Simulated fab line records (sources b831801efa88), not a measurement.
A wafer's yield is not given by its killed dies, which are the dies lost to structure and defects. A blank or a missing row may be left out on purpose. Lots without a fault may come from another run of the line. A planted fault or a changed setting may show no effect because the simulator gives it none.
Chamber matching || flow sky130 || 4 sister chambers for SKY_VIA3_ETCH_15 on rie_diel-04
The step etches SiO2 in C4F8/O2/Ar, stops on TiN, target depth 507 nm, time 78 s. 20 wafers are shown with their chamber, then 10 later ones without.

WAFERS WITH THEIR CHAMBER
{"wafer": "L074.1", "chamber": 3, "rf_fwd_power_W (W)": 1488, "oes_product_au (a.u.)": 0.944}
{"wafer": "L074.3", "chamber": 0, "rf_fwd_power_W (W)": 1485, "oes_product_au (a.u.)": 0.948}
{"wafer": "L074.5", "chamber": 2, "rf_fwd_power_W (W)": 1479, "oes_product_au (a.u.)": 0.941}
{"wafer": "L079.2", "chamber": 0, "rf_fwd_power_W (W)": 1491, "oes_product_au (a.u.)": 0.946}
{"wafer": "L079.5", "chamber": 2, "rf_fwd_power_W (W)": 1484, "oes_product_au (a.u.)": 0.956}
{"wafer": "L079.6", "chamber": 1, "rf_fwd_power_W (W)": 1482, "oes_product_au (a.u.)": 0.952}
{"wafer": "L081.2", "chamber": 0, "rf_fwd_power_W (W)": 1491, "oes_product_au (a.u.)": 0.951}
{"wafer": "L081.3", "chamber": 2, "rf_fwd_power_W (W)": 1488, "oes_product_au (a.u.)": 0.952}
{"wafer": "L081.4", "chamber": 3, "rf_fwd_power_W (W)": 1494, "oes_product_au (a.u.)": 0.941}
{"wafer": "L082.2", "chamber": 3, "rf_fwd_power_W (W)": 1488, "oes_product_au (a.u.)": 0.946}
{"wafer": "L082.4", "chamber": 2, "rf_fwd_power_W (W)": 1481, "oes_product_au (a.u.)": 0.953}
{"wafer": "L082.5", "chamber": 0, "rf_fwd_power_W (W)": 1488, "oes_product_au (a.u.)": 0.947}
{"wafer": "L085.3", "chamber": 1, "rf_fwd_power_W (W)": 1484, "oes_product_au (a.u.)": 0.951}
{"wafer": "L085.5", "chamber": 3, "rf_fwd_power_W (W)": 1487, "oes_product_au (a.u.)": 0.945}
{"wafer": "L085.6", "chamber": 2, "rf_fwd_power_W (W)": 1480, "oes_product_au (a.u.)": 0.951}
{"wafer": "L086.1", "chamber": 1, "rf_fwd_power_W (W)": 1483, "oes_product_au (a.u.)": 0.947}
{"wafer": "L086.4", "chamber": 2, "rf_fwd_power_W (W)": 1491, "oes_product_au (a.u.)": 0.951}
{"wafer": "L086.5", "chamber": 1, "rf_fwd_power_W (W)": 1483, "oes_product_au (a.u.)": 0.941}
{"wafer": "L087.2", "chamber": 3, "rf_fwd_power_W (W)": 1488, "oes_product_au (a.u.)": 0.949}
{"wafer": "L087.4", "chamber": 0, "rf_fwd_power_W (W)": 1487, "oes_product_au (a.u.)": 0.944}

SIGNATURES (averages over the wafers above)
{"reading": "rf_fwd_power_W", "chamber 0": 1488.40, "chamber 1": 1483.00, "chamber 2": 1483.83, "chamber 3": 1489.00, "scatter within a chamber": 3.32}
{"reading": "oes_product_au", "chamber 0": 0.94720, "chamber 1": 0.94775, "chamber 2": 0.95067, "chamber 3": 0.94500, "scatter within a chamber": 0.00407}
Rule: a wafer's distance from a chamber is the root of the sum, over the readings, of the square of ((its reading less the chamber's mean) divided by the reading's scatter). The wafer belongs to the nearest chamber; if the next one is less than 2 further off, it can't be placed. The scatter: take each reading less its chamber's mean, square it, sum over the shown wafers, divide by the number of wafers less the number of chambers, and take the root.

WAFERS MISSING THEIR CHAMBER
{"wafer": "L087.6", "rf_fwd_power_W (W)": 1493, "oes_product_au (a.u.)": 0.953}
{"wafer": "L089.2", "rf_fwd_power_W (W)": 1491, "oes_product_au (a.u.)": 0.950}
{"wafer": "L089.3", "rf_fwd_power_W (W)": 1485, "oes_product_au (a.u.)": 0.938}
{"wafer": "L089.5", "rf_fwd_power_W (W)": 1492, "oes_product_au (a.u.)": 0.951}
{"wafer": "L093.1", "rf_fwd_power_W (W)": 1484, "oes_product_au (a.u.)": 0.944}
{"wafer": "L093.3", "rf_fwd_power_W (W)": 1482, "oes_product_au (a.u.)": 0.943}
{"wafer": "L093.4", "rf_fwd_power_W (W)": 1488, "oes_product_au (a.u.)": 0.941}
{"wafer": "L096.3", "rf_fwd_power_W (W)": 1489, "oes_product_au (a.u.)": 0.940}
{"wafer": "L096.5", "rf_fwd_power_W (W)": 1487, "oes_product_au (a.u.)": 0.954}
{"wafer": "L096.6", "rf_fwd_power_W (W)": 1486, "oes_product_au (a.u.)": 0.949}

EACH ONE'S CHAMBER
{"wafer": "L087.6", "from the rows above": "can't be placed: 0 or 3 or 2 or 1", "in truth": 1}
{"wafer": "L089.2", "from the rows above": "can't be placed: 0 or 3 or 2 or 1", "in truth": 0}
{"wafer": "L089.3", "from the rows above": "can't be placed: 3 or 1 or 0 or 2", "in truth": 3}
{"wafer": "L089.5", "from the rows above": "can't be placed: 0 or 3 or 2 or 1", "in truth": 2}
{"wafer": "L093.1", "from the rows above": "can't be placed: 1 or 3 or 0 or 2", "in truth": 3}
{"wafer": "L093.3", "from the rows above": "can't be placed: 1 or 2 or 3 or 0", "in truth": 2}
{"wafer": "L093.4", "from the rows above": "can't be placed: 3 or 0 or 1 or 2", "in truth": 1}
{"wafer": "L096.3", "from the rows above": "can't be placed: 3 or 0 or 1 or 2", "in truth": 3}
{"wafer": "L096.5", "from the rows above": "can't be placed: 2 or 0 or 1 or 3", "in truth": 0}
{"wafer": "L096.6", "from the rows above": "can't be placed: 2 or 0 or 1 or 3", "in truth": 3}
Placed correctly: 0 of 10. From these rows, 10 cannot be placed; in 10 the true chamber is one of the candidates. Wrongly placed: 0.
